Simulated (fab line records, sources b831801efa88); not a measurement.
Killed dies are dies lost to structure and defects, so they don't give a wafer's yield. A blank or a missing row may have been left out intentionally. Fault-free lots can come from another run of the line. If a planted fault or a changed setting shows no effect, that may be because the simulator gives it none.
Chamber matching -- flow sky130 -- SKY_POLY_GATE_ETCH_17 on rie_si-01 has 4 sister chambers
The step etches poly-Si in HBr/Cl2, stops on SiO2, target depth 180 nm, time 70.5 s. 4 wafers are shown with their chamber, then 12 later ones without.

== WAFERS PAIRED WITH THEIR CHAMBERS ==
wafer,chamber,drypump_motor_current_A (A)
L085.5,1,5.39
L086.6,2,5.60
L088.5,0,6.16
L088.6,3,6.07

== WAFERS WITHOUT THEIR CHAMBER ==
wafer,drypump_motor_current_A (A)
L090.2,6.04
L090.3,5.39
L090.4,6.14
L091.3,6.12
L091.5,5.61
L091.6,6.07
L094.1,5.62
L094.5,5.43
L094.6,5.64
L096.2,6.02
L096.3,5.63
L096.6,6.09

== WHICH CHAMBER EACH WENT THROUGH ==
wafer,from the rows above,in truth
L090.2,3,3
L090.3,1,1
L090.4,can't be placed: 0 or 3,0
L091.3,can't be placed: 0 or 3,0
L091.5,2,2
L091.6,3,3
L094.1,2,2
L094.5,1,1
L094.6,2,2
L096.2,3,3
L096.3,2,2
L096.6,can't be placed: 3 or 0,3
Placed correctly: 9 of 12. Can't be placed from these rows: 3 (the true chamber is among the candidates in 3). Placed wrongly: 0.
How it was worked out, from the rows above alone: a wafer's distance from a chamber is the root of the sum, over the readings, of the square of ((its reading less the chamber's mean) divided by the reading's scatter). If the next closest chamber is less than 2 further off than the closest, the wafer can't be placed; otherwise it belongs to the closest. The mean given for a chamber averages the wafers shown for that chamber. The scatter (one wafer shown for each chamber): square how far every hidden wafer sits from the nearest shown wafer, average those squares and take the square root.
